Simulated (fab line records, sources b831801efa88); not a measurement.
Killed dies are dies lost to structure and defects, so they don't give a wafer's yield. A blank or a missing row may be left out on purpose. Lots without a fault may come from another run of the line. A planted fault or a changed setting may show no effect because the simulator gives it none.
fab line records | flow sky130
record lots=5 wafers=15 last_day=49
route steps=708 shown PWDE@47 NWELL@56
lots that met no fault: from a run of the same line without faults
start_h: hours from the record's first day to the start of the lot's first wafer shown | wait_h: hours since the lot's step before | " the same as in the row above | L1.1+2: a row that stands for several wafers | - no value, or no start given | * or withheld: withheld | < > ~ a bound
route shown NAME@n: a module of which the file shows steps, and the number in the route of the first | usual: mean/standard deviation of fault-free wafers | same: alike in all rows | chamber/n: place in a boat | sites: the reading at each site | _std_site: their standard deviation | _edge_site: outer sites' mean less inner sites' | radius_mm: how far each site lies from the wafer's centre | mask NAME#n: copy n | behind: the tool/chamber that last shaped the wafer | hold: why the lot was held/for how many hours/how that ended | device: the transistor (n, p or np) that didn't switch | end of line: the same wafers' tests at the end of the route | a step without rows: its recipe alone | killed: dies lost to structure and defects at the first sort, not the wafer's yield | map: a wafer's dies, x killed, . not, _ none there
set.NAME: the setting as run; set.NAME@STEP: as run at that earlier step | model.NAME: the simulator's own value behind a step, which no gauge read
lots at some steps of the route; a table a step, a row a wafer
services: from which hour (start_h, from the record's first day; less than 0 if before it) a tool's chamber was out of use, for how many hours, and why
## steps
# step SKY_PWDE_COAT_02
# recipe spin_rpm=2000 resist_thk_nm=3000
# usual chill_plate_temp_C=23.02/0.1
# columns lot.wafer tool chamber start_h wait_h chill_plate_temp_C
L075.1 litho_track-01 0 64.43 0.1 23.10
L075.4 " 0 " " 23.08
L075.6 " 0 " " 23.16
L080.3 litho_track-01 0 95.23 0.1 22.99
L080.4 " 0 " " 23.03
L080.6 " 0 " " 23.21
L086.1 litho_track-04 0 124.91 0.1 22.86
L086.2 " 0 " " 23.01
L086.3 " 0 " " 23.09
L087.3 litho_track-04 0 130.81 0.1 23.06
L087.4 " 0 " " 23.22
L087.6 " 0 " " 23.07
L090.1 litho_track-01 0 146.68 0.1 23.03
L090.4 " 0 " " 23.09
L090.5 " 0 " " 23.07
# step SKY_PWDE_SOFTBAKE_03
# recipe temp_c=110 time_s=withheld
# usual chill_plate_temp_C=23.04/0.11 heater_power_total_W=65.30/0.13
# columns lot.wafer tool chamber start_h wait_h chill_plate_temp_C heater_power_total_W
L075.1 litho_track-01 0 64.58 0.1 23.09 65.27
L075.4 " 0 " " 23.06 65.33
L075.6 " 0 " " 22.95 65.40
L080.3 litho_track-01 0 95.40 0.1 23.01 65.30
L080.4 " 0 " " 23.02 65.13
L080.6 " 0 " " 23.28 65.51
L086.1 litho_track-04 0 125.06 0.1 22.89 65.43
L086.2 " 0 " " 22.97 65.08
L086.3 " 0 " " 22.93 65.30
L087.3 litho_track-04 0 130.98 0.1 22.74 65.42
L087.4 " 0 " " 22.92 65.24
L087.6 " 0 " " 22.84 65.39
L090.1 litho_track-01 0 146.83 0.1 22.99 65.14
L090.4 " 0 " " 23.13 65.54
L090.5 " 0 " " 23.11 65.09
# step SKY_PWDE_EXPOSE_04
# recipe mask_id=PWDEM na=0.6 source_shape=conventional sigma_outer=0.6 polarization=unpolarized target_cd_nm=840 dose_mj=214
# columns lot.wafer tool chamber start_h wait_h mask
L075.1+4+6 iline_stepper-01 0 - - PWDEM#0
L080.3+4+6 iline_stepper-01 0 - - PWDEM#0
L086.1+2+3 iline_stepper-02 0 - - PWDEM#0
L087.3+4+6 iline_stepper-01 0 - - PWDEM#0
L090.1+4+5 iline_stepper-01 0 - - PWDEM#0
# step SKY_PWDE_PEB_05
# recipe temp_c=115 time_s=withheld
# usual chill_plate_temp_C=23.01/0.1 heater_power_total_W=69.33/0.14
# columns lot.wafer tool chamber start_h wait_h chill_plate_temp_C heater_power_total_W
L075.1 litho_track-04 0 - - 23.04 69.21
L075.4 " 0 " " 22.91 69.50
L075.6 " 0 " " 22.88 69.47
L080.3 litho_track-02 0 - - 22.97 69.43
L080.4 " 0 " " 22.92 69.11
L080.6 " 0 " " 23.02 69.53
L086.1 litho_track-04 0 - - 23.05 69.34
L086.2 " 0 " " 22.82 69.53
L086.3 " 0 " " 22.92 69.46
L087.3 litho_track-04 0 - - 23.09 69.19
L087.4 " 0 " " 23.04 69.23
L087.6 " 0 " " 22.91 69.52
L090.1 litho_track-04 0 - - 23.16 69.28
L090.4 " 0 " " 23.20 69.42
L090.5 " 0 " " 23.20 69.22
# step SKY_PWDE_DEVELOP_06
# recipe wall_angle_deg=90 developer=TMAH develop_time_s=60 dev_temp_c=23
# usual chill_plate_temp_C=23.01/0.11
# columns lot.wafer tool chamber start_h wait_h chill_plate_temp_C
L075.1 litho_track-04 0 - - 22.83
L075.4 " 0 " " 23.08
L075.6 " 0 " " 22.98
L080.3 litho_track-02 0 - - 23.12
L080.4 " 0 " " 23.04
L080.6 " 0 " " 23.13
L086.1 litho_track-04 0 - - 22.92
L086.2 " 0 " " 22.85
L086.3 " 0 " " 22.84
L087.3 litho_track-04 0 - - 23.17
L087.4 " 0 " " 23.24
L087.6 " 0 " " 22.98
L090.1 litho_track-04 0 - - 23.06
L090.4 " 0 " " 23.05
L090.5 " 0 " " 23.03
# step SKY_PWDE_OVL_MEAS_07
# usual PWDE_OVL=-1.5/1.5
# columns lot.wafer tool chamber start_h wait_h PWDE_OVL[nm]
L075.1 overlay-01 - 73.06 - -3.3
L075.4 " - " " -1.6
L075.6 " - " " -2.9
L080.3 overlay-02 - 104.43 - -1.9
L080.4 " - " " -0.6
L080.6 " - " " -2.1
L086.1 overlay-02 - 135.21 - -1.0
L086.2 " - " " -0.5
L086.3 " - " " -1.2
L087.3 overlay-02 - 141.17 - -3.8
L087.4 " - " " -1.9
L087.6 " - " " -2.8
L090.1 overlay-02 - 156.41 - 0.8
L090.4 " - " " -0.5
L090.5 " - " " -0.3
# step SKY_PWDE_IMPLANT_08
# recipe species=B energy_kev=150 dose_cm2=3.6e+12 tilt_deg=withheld
# columns lot.wafer tool chamber start_h wait_h
L075.1+4+6 implanter-01 0 73.10 0.0
L080.3+4+6 implanter-03 0 104.50 0.1
L086.1+2+3 implanter-03 0 135.25 0.0
L087.3+4+6 implanter-04 0 141.25 0.1
L090.1+4+5 implanter-04 0 156.45 0.0
# step SKY_PWDE_STRIP_09
# recipe chemistry=O2/N2 power_w=1400 pressure_mtorr=1500 platen_temp_c=withheld o2_flow_sccm=3000 n2_flow_sccm=300 overash_fraction=0.5
# usual drypump_motor_current_A=5.4/0.41 o2_flow_sccm=2998/8.3 oes_product_au=0.722/0.0043 strip_time_to_endpoint_s=36.93/0.088
# columns lot.wafer tool chamber start_h wait_h drypump_motor_current_A o2_flow_sccm oes_product_au rf_hours_counter_h strip_time_to_endpoint_s
L075.1 plasma_asher-02 0 73.25 0.1 4.9 3002 0.726 27 36.92
L075.4 " 1 " " 5.7 2994 0.721 - 36.86
L075.6 " 1 " " 5.7 2998 0.721 - 36.86
L080.3 plasma_asher-03 1 104.63 0.1 5.3 2998 0.724 - 36.91
L080.4 " 0 " " 6.1 3013 0.719 - 36.89
L080.6 " 1 " " 5.3 2998 0.713 - 37.00
L086.1 plasma_asher-03 0 135.40 0.1 6.1 3011 0.725 45 37.03
L086.2 " 1 " " 5.3 2996 0.727 45 37.13
L086.3 " 1 " " 5.3 2991 0.722 - 36.94
L087.3 plasma_asher-01 0 141.38 0.1 5.1 2993 0.723 - 36.95
L087.4 " 1 " " 5.0 3006 0.725 - 36.96
L087.6 " 0 " " 5.0 2998 0.720 - 36.92
L090.1 plasma_asher-01 0 156.60 0.1 5.1 3001 0.718 49 36.89
L090.4 " 1 " " 5.0 3010 0.711 - 37.00
L090.5 " 0 " " 5.0 2994 0.731 - 36.94
# step SKY_PWDE_TW_MEAS_10
# usual PWDE_TW=374.4/1.9
# columns lot.wafer tool chamber start_h wait_h PWDE_TW
L075.1 film_metro-03 - 73.35 0.1 373.7
L075.4 " - " " 376.0
L075.6 " - " " 374.6
L080.3 film_metro-02 - 104.72 0.1 372.3
L080.4 " - " " 373.1
L080.6 " - " " 371.5
L086.1 film_metro-02 - 135.50 0.1 374.5
L086.2 " - " " 371.8
L086.3 " - " " 374.1
L087.3 film_metro-02 - 141.47 0.1 373.0
L087.4 " - " " 375.7
L087.6 " - " " 373.6
L090.1 film_metro-03 - 156.70 0.1 374.9
L090.4 " - " " 374.9
L090.5 " - " " 373.5
# step SKY_NWELL_DEHYDRATE_03
# recipe temp_c=200 time_s=60
# usual chill_plate_temp_C=22.97/0.12 heater_power_total_W=160.37/0.12
# columns lot.wafer tool chamber start_h wait_h chill_plate_temp_C heater_power_total_W
L075.1 litho_track-03 0 80.97 7.6 22.78 160.26
L075.4 " 0 " " 22.74 160.40
L075.6 " 0 " " 22.92 160.41
L080.3 litho_track-01 0 112.88 8.1 22.98 160.31
L080.4 " 0 " " 23.01 160.20
L080.6 " 0 " " 23.02 160.32
L086.1 litho_track-01 0 144.78 9.3 22.99 160.47
L086.2 " 0 " " 22.93 160.40
L086.3 " 0 " " 22.83 160.37
L087.3 litho_track-04 0 150.26 8.8 23.03 160.19
L087.4 " 0 " " 22.93 160.28
L087.6 " 0 " " 22.83 160.51
L090.1 litho_track-04 0 166.66 10.0 22.87 160.61
L090.4 " 0 " " 22.92 160.18
L090.5 " 0 " " 22.85 160.54
# step SKY_NWELL_HMDS_04
# recipe prime_time_s=60 prime_temp_c=120
# usual chill_plate_temp_C=23.02/0.12
# columns lot.wafer tool chamber start_h wait_h chill_plate_temp_C
L075.1 litho_track-03 0 81.12 0.1 23.10
L075.4 " 0 " " 23.06
L075.6 " 0 " " 22.73
L080.3 litho_track-01 0 113.03 0.1 23.11
L080.4 " 0 " " 22.91
L080.6 " 0 " " 23.01
L086.1 litho_track-01 0 144.93 0.1 22.94
L086.2 " 0 " " 23.02
L086.3 " 0 " " 23.01
L087.3 litho_track-04 0 150.41 0.1 22.87
L087.4 " 0 " " 23.04
L087.6 " 0 " " 22.89
L090.1 litho_track-04 0 166.81 0.1 23.16
L090.4 " 0 " " 22.92
L090.5 " 0 " " 23.05
# step SKY_NWELL_COAT_05
# recipe spin_rpm=2000 resist_thk_nm=3000
# usual chill_plate_temp_C=22.98/0.099
# columns lot.wafer tool chamber start_h wait_h chill_plate_temp_C
L075.1 litho_track-03 0 81.27 0.1 22.83
L075.4 " 0 " " 22.89
L075.6 " 0 " " 22.83
L080.3 litho_track-01 0 113.18 0.1 23.12
L080.4 " 0 " " 22.93
L080.6 " 0 " " 22.94
L086.1 litho_track-01 0 145.08 0.1 22.94
L086.2 " 0 " " 23.06
L086.3 " 0 " " 22.95
L087.3 litho_track-04 0 150.56 0.1 22.95
L087.4 " 0 " " 22.87
L087.6 " 0 " " 23.03
L090.1 litho_track-04 0 166.96 0.1 23.06
L090.4 " 0 " " 22.94
L090.5 " 0 " " 22.79
# step SKY_NWELL_SOFTBAKE_06
# recipe temp_c=110 time_s=withheld
# usual chill_plate_temp_C=22.98/0.12 heater_power_total_W=65.32/0.13
# columns lot.wafer tool chamber start_h wait_h chill_plate_temp_C heater_power_total_W
L075.1 litho_track-03 0 81.42 0.1 23.04 65.19
L075.4 " 0 " " 23.04 65.21
L075.6 " 0 " " 23.02 65.17
L080.3 litho_track-01 0 113.34 0.1 23.30 65.07
L080.4 " 0 " " 23.16 65.18
L080.6 " 0 " " 23.22 65.27
L086.1 litho_track-01 0 145.23 0.1 22.85 65.26
L086.2 " 0 " " 22.86 65.50
L086.3 " 0 " " 22.73 65.14
L087.3 litho_track-04 0 150.73 0.1 22.94 65.35
L087.4 " 0 " " 22.84 65.41
L087.6 " 0 " " 22.93 65.38
L090.1 litho_track-04 0 167.11 0.1 23.02 65.37
L090.4 " 0 " " 23.01 65.25
L090.5 " 0 " " 23.24 65.20
# step SKY_NWELL_EXPOSE_07
# recipe mask_id=NWM na=0.6 source_shape=conventional sigma_outer=0.6 polarization=unpolarized target_cd_nm=840 dose_mj=255
# columns lot.wafer tool chamber start_h wait_h mask
L075.1+4+6 iline_stepper-02 0 - - NWM#0
L080.3+4+6 iline_stepper-01 0 - - NWM#0
L086.1+2+3 iline_stepper-02 0 - - NWM#0
L087.3+4+6 iline_stepper-02 0 - - NWM#0
L090.1+4+5 iline_stepper-02 0 - - NWM#0
# step SKY_NWELL_PEB_08
# recipe temp_c=115 time_s=withheld
# usual chill_plate_temp_C=23.00/0.11 heater_power_total_W=69.35/0.13
# columns lot.wafer tool chamber start_h wait_h chill_plate_temp_C heater_power_total_W
L075.1 litho_track-01 0 - - 23.07 69.21
L075.4 " 0 " " 23.11 69.24
L075.6 " 0 " " 23.15 69.44
L080.3 litho_track-01 0 - - 23.10 69.35
L080.4 " 0 " " 23.16 69.16
L080.6 " 0 " " 23.02 69.49
L086.1 litho_track-04 0 - - 22.99 69.41
L086.2 " 0 " " 23.03 69.21
L086.3 " 0 " " 23.00 69.38
L087.3 litho_track-01 0 - - 22.96 69.25
L087.4 " 0 " " 22.78 69.41
L087.6 " 0 " " 22.90 69.52
L090.1 litho_track-01 0 - - 23.00 69.37
L090.4 " 0 " " 23.07 69.54
L090.5 " 0 " " 22.92 69.20
# step SKY_NWELL_DEVELOP_09
# recipe wall_angle_deg=90 developer=TMAH develop_time_s=60 dev_temp_c=23
# usual chill_plate_temp_C=23.00/0.09
# columns lot.wafer tool chamber start_h wait_h chill_plate_temp_C
L075.1 litho_track-01 0 - - 22.94
L075.4 " 0 " " 22.89
L075.6 " 0 " " 22.97
L080.3 litho_track-01 0 - - 22.99
L080.4 " 0 " " 23.19
L080.6 " 0 " " 23.00
L086.1 litho_track-04 0 - - 22.97
L086.2 " 0 " " 22.96
L086.3 " 0 " " 23.10
L087.3 litho_track-01 0 - - 23.13
L087.4 " 0 " " 23.04
L087.6 " 0 " " 23.08
L090.1 litho_track-01 0 - - 23.00
L090.4 " 0 " " 23.05
L090.5 " 0 " " 23.03
# step SKY_NWELL_OVL_MEAS_10
# usual NWELL_00_OVL=-0.6/1.5
# columns lot.wafer tool chamber start_h wait_h NWELL_00_OVL[nm]
L075.1 overlay-01 - 89.88 - 0.7
L075.4 " - " " 0.1
L075.6 " - " " 1.2
L080.3 overlay-01 - 122.34 - -2.1
L080.4 " - " " -1.3
L080.6 " - " " -0.6
L086.1 overlay-01 - 154.76 - -1.8
L086.2 " - " " 0.0
L086.3 " - " " 0.5
L087.3 overlay-02 - 160.49 - -2.0
L087.4 " - " " -2.5
L087.6 " - " " -1.6
L090.1 overlay-02 - 177.48 - -3.6
L090.4 " - " " -3.0
L090.5 " - " " -1.4
# step SKY_NWELL_IMPLANT_11
# recipe species=P energy_kev=400 dose_cm2=1.9e+13 tilt_deg=withheld
# columns lot.wafer tool chamber start_h wait_h
L075.1+4+6 implanter-04 0 89.91 0.0
L080.3+4+6 implanter-02 0 122.41 0.1
L086.1+2+3 implanter-02 0 154.80 0.0
L087.3+4+6 implanter-03 0 160.56 0.1
L090.1+4+5 implanter-03 0 177.51 0.0
# step SKY_NWELL_IMPLANT_12
# recipe species=P energy_kev=120 dose_cm2=1.3e+12 tilt_deg=withheld
# columns lot.wafer tool chamber start_h wait_h
L075.1+4+6 implanter-04 0 90.06 0.1
L080.3+4+6 implanter-02 0 122.56 0.1
L086.1+2+3 implanter-02 0 154.95 0.1
L087.3+4+6 implanter-03 0 160.71 0.1
L090.1+4+5 implanter-03 0 177.66 0.1
# step SKY_NWELL_IMPLANT_13
# recipe species=P energy_kev=50 dose_cm2=7e+11 tilt_deg=withheld
# columns lot.wafer tool chamber start_h wait_h
L075.1+4+6 implanter-04 0 90.21 0.1
L080.3+4+6 implanter-02 0 122.71 0.1
L086.1+2+3 implanter-02 0 155.10 0.1
L087.3+4+6 implanter-03 0 160.86 0.1
L090.1+4+5 implanter-03 0 177.81 0.1
# step SKY_NWELL_STRIP_14
# recipe chemistry=O2/N2 power_w=1400 pressure_mtorr=1500 platen_temp_c=withheld o2_flow_sccm=3000 n2_flow_sccm=300 overash_fraction=0.5
# usual drypump_motor_current_A=5.5/0.41 o2_flow_sccm=2998/9.1 oes_product_au=0.722/0.0047 strip_time_to_endpoint_s=36.94/0.12
# columns lot.wafer tool chamber start_h wait_h drypump_motor_current_A o2_flow_sccm oes_product_au rf_hours_counter_h strip_time_to_endpoint_s
L075.1 plasma_asher-03 0 90.36 0.1 6.1 3010 0.719 40 37.04
L075.4 " 1 " " 5.3 3009 0.727 - 37.04
L075.6 " 0 " " 6.1 2999 0.729 - 36.93
L080.3 plasma_asher-03 0 122.85 0.1 6.1 2994 0.725 - 37.07
L080.4 " 1 " " 5.3 2993 0.715 - 37.12
L080.6 " 0 " " 6.1 3004 0.718 - 37.06
L086.1 plasma_asher-02 1 155.25 0.1 5.7 3006 0.725 35 37.16
L086.2 " 0 " " 4.9 2995 0.719 35 37.09
L086.3 " 1 " " 5.7 3008 0.719 - 37.00
L087.3 plasma_asher-04 1 161.00 0.1 5.3 2992 0.715 - 36.85
L087.4 " 0 " " 5.1 3009 0.724 - 36.97
L087.6 " 0 " " 5.1 3000 0.724 - 36.87
L090.1 plasma_asher-02 0 177.96 0.1 5.0 3000 0.714 38 36.92
L090.4 " 0 " " 5.0 3017 0.735 - 36.95
L090.5 " 1 " " 5.7 3012 0.720 - 36.96
# step SKY_NWELL_TW_MEAS_15
# usual NWELL_TW=1821/11
# columns lot.wafer tool chamber start_h wait_h NWELL_TW
L075.1 film_metro-03 - 90.46 0.1 1823
L075.4 " - " " 1837
L075.6 " - " " 1839
L080.3 film_metro-01 - 122.93 0.1 1804
L080.4 " - " " 1805
L080.6 " - " " 1799
L086.1 film_metro-02 - 155.35 0.1 1818
L086.2 " - " " 1810
L086.3 " - " " 1818
L087.3 film_metro-03 - 161.08 0.1 1833
L087.4 " - " " 1830
L087.6 " - " " 1831
L090.1 film_metro-02 - 178.06 0.1 1826
L090.4 " - " " 1828
L090.5 " - " " 1826
# step SKY_NWELL_DEHYDRATE_16
# recipe temp_c=200 time_s=60
# usual chill_plate_temp_C=22.98/0.11 heater_power_total_W=160.39/0.13
# columns lot.wafer tool chamber start_h wait_h chill_plate_temp_C heater_power_total_W
L075.1 litho_track-03 0 98.72 8.2 23.05 160.30
L075.4 " 0 " " 23.02 160.19
L075.6 " 0 " " 23.06 160.51
L080.3 litho_track-03 0 132.17 9.2 23.08 160.35
L080.4 " 0 " " 22.95 160.29
L080.6 " 0 " " 23.05 160.58
L086.1 litho_track-01 0 165.03 9.7 22.87 160.56
L086.2 " 0 " " 22.88 160.48
L086.3 " 0 " " 22.90 160.46
L087.3 litho_track-04 0 170.71 9.6 23.09 160.34
L087.4 " 0 " " 22.98 160.64
L087.6 " 0 " " 23.18 160.40
L090.1 litho_track-03 0 187.57 9.5 22.92 160.17
L090.4 " 0 " " 22.91 160.24
L090.5 " 0 " " 22.90 160.32
# step SKY_NWELL_HMDS_17
# recipe prime_time_s=60 prime_temp_c=120
# usual chill_plate_temp_C=23.00/0.11
# columns lot.wafer tool chamber start_h wait_h chill_plate_temp_C
L075.1 litho_track-03 0 98.87 0.1 23.08
L075.4 " 0 " " 22.95
L075.6 " 0 " " 23.21
L080.3 litho_track-03 0 132.32 0.1 22.94
L080.4 " 0 " " 22.98
L080.6 " 0 " " 23.21
L086.1 litho_track-01 0 165.18 0.1 22.96
L086.2 " 0 " " 23.00
L086.3 " 0 " " 22.97
L087.3 litho_track-04 0 170.86 0.1 22.88
L087.4 " 0 " " 22.85
L087.6 " 0 " " 22.92
L090.1 litho_track-03 0 187.72 0.1 23.01
L090.4 " 0 " " 22.95
L090.5 " 0 " " 23.10
# step SKY_NWELL_COAT_18
# recipe spin_rpm=2000 resist_thk_nm=3000
# usual chill_plate_temp_C=22.99/0.1
# columns lot.wafer tool chamber start_h wait_h chill_plate_temp_C
L075.1 litho_track-03 0 99.02 0.1 22.98
L075.4 " 0 " " 23.07
L075.6 " 0 " " 22.87
L080.3 litho_track-03 0 132.47 0.1 23.16
L080.4 " 0 " " 23.07
L080.6 " 0 " " 23.09
L086.1 litho_track-01 0 165.33 0.1 23.02
L086.2 " 0 " " 22.93
L086.3 " 0 " " 22.93
L087.3 litho_track-04 0 171.01 0.1 22.95
L087.4 " 0 " " 22.85
L087.6 " 0 " " 22.94
L090.1 litho_track-03 0 187.87 0.1 23.00
L090.4 " 0 " " 23.02
L090.5 " 0 " " 22.95
# step SKY_NWELL_SOFTBAKE_19
# recipe temp_c=110 time_s=withheld
# usual chill_plate_temp_C=22.99/0.096 heater_power_total_W=65.31/0.14
# columns lot.wafer tool chamber start_h wait_h chill_plate_temp_C heater_power_total_W
L075.1 litho_track-03 0 99.17 0.1 23.05 65.17
L075.4 " 0 " " 23.00 65.33
L075.6 " 0 " " 23.06 65.29
L080.3 litho_track-03 0 132.63 0.1 23.04 65.55
L080.4 " 0 " " 22.89 65.47
L080.6 " 0 " " 22.75 65.30
L086.1 litho_track-01 0 165.48 0.1 23.05 65.29
L086.2 " 0 " " 23.14 65.12
L086.3 " 0 " " 22.89 65.16
L087.3 litho_track-04 0 171.18 0.1 23.10 65.10
L087.4 " 0 " " 23.02 65.01
L087.6 " 0 " " 23.06 65.26
L090.1 litho_track-03 0 188.02 0.1 23.16 65.39
L090.4 " 0 " " 23.11 65.58
L090.5 " 0 " " 22.98 65.36
# step SKY_NWELL_EXPOSE_20
# recipe mask_id=NWM_COMPLEMENT na=0.6 source_shape=conventional sigma_outer=0.6 polarization=unpolarized target_cd_nm=840 dose_mj=260
# columns lot.wafer tool chamber start_h wait_h mask
L075.1+4+6 iline_stepper-02 0 - - NWM_COMPLEMENT#0
L080.3+4+6 iline_stepper-01 0 - - NWM_COMPLEMENT#0
L086.1+2+3 iline_stepper-01 0 - - NWM_COMPLEMENT#0
L087.3+4+6 iline_stepper-02 0 - - NWM_COMPLEMENT#0
L090.1+4+5 iline_stepper-02 0 - - NWM_COMPLEMENT#0
# step SKY_NWELL_PEB_21
# recipe temp_c=115 time_s=withheld
# usual chill_plate_temp_C=22.99/0.094 heater_power_total_W=69.34/0.14
# columns lot.wafer tool chamber start_h wait_h chill_plate_temp_C heater_power_total_W
L075.1 litho_track-04 0 - - 23.05 69.43
L075.4 " 0 " " 23.11 69.53
L075.6 " 0 " " 22.93 69.45
L080.3 litho_track-01 0 - - 22.95 69.19
L080.4 " 0 " " 22.79 69.33
L080.6 " 0 " " 22.97 69.48
L086.1 litho_track-04 0 - - 23.04 69.42
L086.2 " 0 " " 23.07 69.20
L086.3 " 0 " " 23.21 69.43
L087.3 litho_track-04 0 - - 23.04 69.37
L087.4 " 0 " " 23.01 69.24
L087.6 " 0 " " 23.04 69.34
L090.1 litho_track-01 0 - - 22.94 69.31
L090.4 " 0 " " 23.08 69.51
L090.5 " 0 " " 22.95 69.24
# step SKY_NWELL_DEVELOP_22
# recipe wall_angle_deg=90 developer=TMAH develop_time_s=60 dev_temp_c=23
# usual chill_plate_temp_C=23.02/0.11
# columns lot.wafer tool chamber start_h wait_h chill_plate_temp_C
L075.1 litho_track-04 0 - - 23.07
L075.4 " 0 " " 23.02
L075.6 " 0 " " 23.01
L080.3 litho_track-01 0 - - 22.92
L080.4 " 0 " " 23.05
L080.6 " 0 " " 23.03
L086.1 litho_track-04 0 - - 23.15
L086.2 " 0 " " 23.15
L086.3 " 0 " " 23.23
L087.3 litho_track-04 0 - - 23.03
L087.4 " 0 " " 23.05
L087.6 " 0 " " 23.02
L090.1 litho_track-01 0 - - 23.00
L090.4 " 0 " " 23.08
L090.5 " 0 " " 22.94
# step SKY_NWELL_OVL_MEAS_23
# usual NWELL_01_OVL=-0.2/1.6
# columns lot.wafer tool chamber start_h wait_h NWELL_01_OVL[nm]
L075.1 overlay-02 - 107.86 - -1.6
L075.4 " - " " -1.0
L075.6 " - " " -2.5
L080.3 overlay-02 - 142.24 - 1.0
L080.4 " - " " 2.7
L080.6 " - " " 1.0
L086.1 overlay-02 - 176.21 - -0.4
L086.2 " - " " 0.0
L086.3 " - " " 1.2
L087.3 overlay-01 - 181.47 - -0.8
L087.4 " - " " -0.8
L087.6 " - " " -0.6
L090.1 overlay-01 - 198.78 - -0.8
L090.4 " - " " -1.0
L090.5 " - " " -1.7
# step SKY_NWELL_IMPLANT_24
# recipe species=B energy_kev=140 dose_cm2=9.2e+12 tilt_deg=withheld
# columns lot.wafer tool chamber start_h wait_h
L075.1+4+6 implanter-03 0 107.90 0.0
L080.3+4+6 implanter-03 0 142.31 0.1
L086.1+2+3 implanter-03 0 176.25 0.0
L087.3+4+6 implanter-04 0 181.55 0.1
L090.1+4+5 implanter-03 0 198.81 0.0
# step SKY_NWELL_STRIP_25
# recipe chemistry=O2/N2 power_w=1400 pressure_mtorr=1500 platen_temp_c=withheld o2_flow_sccm=3000 n2_flow_sccm=300 overash_fraction=0.5
# usual drypump_motor_current_A=5.5/0.38 o2_flow_sccm=3001/9.2 oes_product_au=0.722/0.0051 strip_time_to_endpoint_s=36.91/0.11
# columns lot.wafer tool chamber start_h wait_h drypump_motor_current_A o2_flow_sccm oes_product_au rf_hours_counter_h strip_time_to_endpoint_s
L075.1 plasma_asher-04 1 108.05 0.1 5.4 3012 0.718 41 37.10
L075.4 " 0 " " 5.1 3015 0.717 - 37.08
L075.6 " 1 " " 5.4 2999 0.721 - 37.04
L080.3 plasma_asher-04 0 142.45 0.1 5.1 2995 0.720 - 36.86
L080.4 " 1 " " 5.4 2994 0.719 - 36.85
L080.6 " 0 " " 5.1 3003 0.727 - 36.83
L086.1 plasma_asher-03 0 176.40 0.1 6.1 2988 0.734 49 36.95
L086.2 " 1 " " 5.3 2986 0.715 49 36.97
L086.3 " 0 " " 6.1 2995 0.717 - 36.89
L087.3 plasma_asher-02 1 181.68 0.1 5.7 2996 0.724 - 36.98
L087.4 " 0 " " 4.9 2990 0.721 - 36.92
L087.6 " 0 " " 4.9 2999 0.718 - 36.81
L090.1 plasma_asher-03 1 198.96 0.1 5.4 3000 0.715 51 37.04
L090.4 " 0 " " 6.1 3005 0.721 - 37.13
L090.5 " 1 " " 5.4 3010 0.730 - 37.09
# step SKY_NWELL_TW_MEAS_26
# usual NWELL_2_TW=497/3.1
# columns lot.wafer tool chamber start_h wait_h NWELL_2_TW
L075.1 film_metro-01 - 108.15 0.1 495
L075.4 " - " " 498
L075.6 " - " " 499
L080.3 film_metro-01 - 142.53 0.1 492
L080.4 " - " " 491
L080.6 " - " " 493
L086.1 film_metro-03 - 176.50 0.1 499
L086.2 " - " " 500
L086.3 " - " " 502
L087.3 film_metro-01 - 181.77 0.1 494
L087.4 " - " " 498
L087.6 " - " " 496
L090.1 film_metro-01 - 199.06 0.1 496
L090.4 " - " " 501
L090.5 " - " " 494
# step SKY_NWELL_CLEAN_27
# recipe chemistry=SC1/SC2 mix=1:4:20 temp_c=70 time_s=150 dry=n2_spin
# usual bath_guard_temp_C=70.0/0.5
# columns lot.wafer tool chamber start_h wait_h bath_guard_temp_C
L075.1 wet_bench-01 3 108.21 0.1 69.9
L075.4 " 3 " " 70.1
L075.6 " 3 " " 69.7
L080.3 wet_bench-01 3 142.57 0.0 69.7
L080.4 " 3 " " 70.4
L080.6 " 3 " " 70.1
L086.1 wet_bench-01 2 176.56 0.1 69.9
L086.2 " 2 " " 70.0
L086.3 " 2 " " 69.8
L087.3 wet_bench-04 3 181.81 0.0 70.5
L087.4 " 3 " " 70.4
L087.6 " 3 " " 70.3
L090.1 wet_bench-02 3 199.12 0.1 70.0
L090.4 " 3 " " 70.2
L090.5 " 3 " " 70.4
# step SKY_NWELL_RTA_28
# recipe temp_c=1050 time_s=30 idle_temp_c=650 ramp_up_c_per_s=150 ramp_down_c_per_s=90 ambient=N2
# usual lamp_power_pct=25.31/0.058 wafer_temp_C_max=1054.9/1.1
# columns lot.wafer tool chamber start_h wait_h lamp_power_pct wafer_temp_C_max
L075.1 rtp_anneal-02 0 108.26 0.0 25.32 1055.9
L075.4 " 0 " " 25.35 1054.8
L075.6 " 0 " " 25.35 1056.5
L080.3 rtp_anneal-01 0 142.66 0.0 25.27 1054.5
L080.4 " 0 " " 25.15 1055.2
L080.6 " 0 " " 25.28 1055.2
L086.1 rtp_anneal-02 0 176.61 0.0 25.41 1054.6
L086.2 " 0 " " 25.31 1055.9
L086.3 " 0 " " 25.32 1053.8
L087.3 rtp_anneal-01 0 181.89 0.0 25.31 1056.2
L087.4 " 0 " " 25.24 1057.1
L087.6 " 0 " " 25.27 1054.3
L090.1 rtp_anneal-01 0 199.18 0.0 25.28 1054.8
L090.4 " 0 " " 25.30 1055.6
L090.5 " 0 " " 25.35 1054.5
# step SKY_NWELL_RS_MEAS_29
# recipe thk_meas_gauge=four-point-probe
# usual NWELL_RS=624.8/1.5
# columns lot.wafer tool chamber start_h wait_h NWELL_RS[ohm/sq]
L075.1 film_metro-02 - 108.36 0.1 625.3
L075.4 " - " " 623.9
L075.6 " - " " 625.2
L080.3 film_metro-02 - 142.77 0.1 626.4
L080.4 " - " " 623.9
L080.6 " - " " 624.4
L086.1 film_metro-02 - 176.71 0.1 625.6
L086.2 " - " " 625.6
L086.3 " - " " 626.0
L087.3 film_metro-03 - 182.00 0.1 624.2
L087.4 " - " " 622.3
L087.6 " - " " 623.4
L090.1 film_metro-01 - 199.38 0.2 624.2
L090.4 " - " " 624.3
L090.5 " - " " 625.7
## services
# columns tool chamber start_h hours kind
implanter-02 - 42.83 2.4 repair
implanter-01 - 50.18 3.4 repair
iline_stepper-01 - 60.12 1.7 pm
wet_bench-02 - 73.34 6.0 repair
implanter-01 - 91.80 2.8 repair
iline_stepper-02 - 107.37 2.1 pm
plasma_asher-04 - 108.75 9.0 pm
plasma_asher-04 0 108.75 9.0 vent_cycle
plasma_asher-04 1 108.75 9.0 vent_cycle
iline_stepper-02 - 109.45 - consumable_replace:lamp
plasma_asher-04 0 117.75 - clean
plasma_asher-04 1 117.75 - clean
plasma_asher-04 - 120.03 15.6 pm
implanter-01 - 139.97 4.0 repair
plasma_asher-02 - 145.49 0.8 repair
implanter-01 - 146.63 3.8 repair
iline_stepper-01 - 159.97 4.3 pm
implanter-01 - 189.25 6.6 pm
plasma_asher-04 - 190.68 2.8 pm
rtp_anneal-01 - 191.78 4.5 pm
## key
fault none
